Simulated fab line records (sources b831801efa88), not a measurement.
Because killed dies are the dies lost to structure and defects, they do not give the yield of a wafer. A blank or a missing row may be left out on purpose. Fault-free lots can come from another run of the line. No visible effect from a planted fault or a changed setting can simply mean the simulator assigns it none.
What tool caused it? + flow gf180mcu + Sampling: 9 lots, 27 wafers, 5 of 602 route steps

== WHAT EACH GAUGE READ, for each wafer ==
GF_DNWELL_TW_MEAS_09. Usual: for DNWELL_TW the level is 1350 and the standard deviation is 16.
| lot  | measured    | on            | DNWELL_TW      | flag |
|------|-------------|---------------|----------------|------|
| L785 | day 2 21:30 | film_metro-04 | 1328 1321 1329 |      |
| L786 | day 3 01:02 | film_metro-02 | 1363 1365 1359 |      |
| L787 | day 3 04:34 | film_metro-02 | 1356 1346 1354 |      |
| L788 | day 3 12:15 | film_metro-04 | 1308 1315 1313 |      |
| L789 | day 3 18:25 | film_metro-02 | 1362 1366 1358 |      |
| L790 | day 3 22:24 | film_metro-02 | 1364 1371 1368 |      |
| L795 | day 5 02:56 | film_metro-04 | 1323 1318 1330 |      |
| L796 | day 5 06:58 | film_metro-02 | 1345 1348 1344 |      |
| L797 | day 5 12:06 | film_metro-04 | 1337 1343 1333 |      |

GF_MVPSD_OVL_MEAS_07. Usual: for MVPSD_OVL the level is 0.4 nm and the standard deviation is 1.3.
| lot  | measured    | on         | MVPSD_OVL (nm) | flag |
|------|-------------|------------|----------------|------|
| L785 | day 5 04:03 | overlay-01 | 0.6 1.5 1.6    |      |
| L786 | day 5 07:48 | overlay-02 | 1.3 1.8 0.7    |      |
| L787 | day 5 12:28 | overlay-02 | -0.5 1.3 0.2   |      |
| L788 | day 5 21:15 | overlay-02 | -2.1 -1.6 -1.4 |      |
| L789 | day 6 03:28 | overlay-01 | -0.9 1.9 -0.3  |      |
| L790 | day 6 07:43 | overlay-01 | -0.3 0.1 -0.3  |      |
| L795 | day 7 16:54 | overlay-02 | -0.2 -0.3 0.6  |      |
| L796 | day 7 21:16 | overlay-01 | 3.2 2.4 3.4    |      |
| L797 | day 8 01:48 | overlay-01 | 0.8 1.3 1.0    |      |

GF_VT_IMPLANT_OVL_MEAS_29. Usual: for VT_IMPLANT_02_OVL the level is -0.2 nm and the standard deviation is 1.3.
| lot  | measured     | on         | VT_IMPLANT_02_OVL (nm) | flag |
|------|--------------|------------|------------------------|------|
| L785 | day 7 00:31  | overlay-02 | -1.7 -1.8 -2.1         |      |
| L786 | day 7 04:31  | overlay-02 | 1.1 0.4 0.3            |      |
| L787 | day 7 10:20  | overlay-02 | -1.7 -1.4 -2.3         |      |
| L788 | day 7 19:57  | overlay-02 | -0.2 -2.6 -0.8         |      |
| L789 | day 8 02:49  | overlay-01 | 1.1 0.1 0.6            |      |
| L790 | day 8 07:13  | overlay-02 | -0.3 -1.2 0.1          |      |
| L795 | day 9 18:55  | overlay-02 | 1.3 1.7 0.9            |      |
| L796 | day 10 00:43 | overlay-01 | 0.5 0.0 1.4            |      |
| L797 | day 10 05:45 | overlay-01 | -0.5 -1.6 -1.9         |      |

GF_VT_IMPLANT_TW_MEAS_32. Usual: for VT_IMPLANT_3_TW the level is 269.9 and the standard deviation is 1.4.
| lot  | measured     | on            | VT_IMPLANT_3_TW   | flag |
|------|--------------|---------------|-------------------|------|
| L785 | day 7 00:49  | film_metro-03 | 269.2 270.3 268.9 |      |
| L786 | day 7 04:49  | film_metro-02 | 270.9 271.4 272.0 |      |
| L787 | day 7 10:37  | film_metro-01 | 272.4 272.0 270.6 |      |
| L788 | day 7 20:14  | film_metro-03 | 269.4 270.3 269.0 |      |
| L789 | day 8 03:07  | film_metro-02 | 268.8 270.6 271.2 |      |
| L790 | day 8 07:31  | film_metro-03 | 269.4 268.6 266.8 |      |
| L795 | day 9 19:13  | film_metro-03 | 416.7 418.2 418.3 | OFF  |
| L796 | day 10 01:01 | film_metro-02 | 418.5 415.6 417.2 | OFF  |
| L797 | day 10 06:02 | film_metro-03 | 413.2 418.7 417.6 | OFF  |

== TOOL THAT RAN EACH LOT (tool first, then ch and the chambers of the sampled wafers, then the start) ==
| lot  | GF_VT_IMPLANT_IMPLANT_30        |
|------|---------------------------------|
| L785 | implanter-02 ch 0, day 7 00:34  |
| L786 | implanter-01 ch 0, day 7 04:34  |
| L787 | implanter-04 ch 0, day 7 10:23  |
| L788 | implanter-04 ch 0, day 7 19:59  |
| L789 | implanter-02 ch 0, day 8 02:52  |
| L790 | implanter-04 ch 0, day 8 07:16  |
| L795 | implanter-01 ch 0, day 9 18:58  |
| L796 | implanter-04 ch 0, day 10 00:46 |
| L797 | implanter-02 ch 0, day 10 05:47 |
- GF_VT_IMPLANT_IMPLANT_30

== AS READ BY THE TOOLS THEMSELVES (means over the sampled wafers that have a number; for cases with no such wafer, the mark the record gives instead) ==
GF_VT_IMPLANT_IMPLANT_30. Usual: dose_ions_cm2 2.5343e+12, standard deviation 2.9e+09.
| lot  | tool         | dose_ions_cm2 | flag |
|------|--------------|---------------|------|
| L785 | implanter-02 | 2.5357e+12    |      |
| L786 | implanter-01 | 2.5343e+12    |      |
| L787 | implanter-04 | 2.5335e+12    |      |
| L788 | implanter-04 | 2.5387e+12    |      |
| L789 | implanter-02 | 2.5308e+12    |      |
| L790 | implanter-04 | 2.5340e+12    |      |
| L795 | implanter-01 | 2.5311e+12    |      |
| L796 | implanter-04 | 2.5351e+12    |      |
| L797 | implanter-02 | 2.5340e+12    |      |

== THE ANSWER, worked out from the rows above alone ==
Rule: take the mean of a lot's wafers that have a number; if it is more than 3 standard deviations from the usual mean, the lot is off. Also off: a lot with no number at a reading for which 4 or more lots have one. The other lots that the step has rows for count as sound. Order of review: gauges by route order, followed by the tools' own readings, for which a lot's mean as printed above is used. At the first step where some lot is off, the reading lying furthest off is the one used; lots without a number count as furthest.
Off: at GF_VT_IMPLANT_TW_MEAS_32 (VT_IMPLANT_3_TW), L795, L796, L797.
If a tool, at a process step before that reading, ran all the lots that are off and no sound lot after the first of them, it fits. Gauges at GF_VT_IMPLANT_TW_MEAS_32: tried the same way as those tools. Of those tried, none fits.

== WHAT THE SIMULATOR PUT IN ==
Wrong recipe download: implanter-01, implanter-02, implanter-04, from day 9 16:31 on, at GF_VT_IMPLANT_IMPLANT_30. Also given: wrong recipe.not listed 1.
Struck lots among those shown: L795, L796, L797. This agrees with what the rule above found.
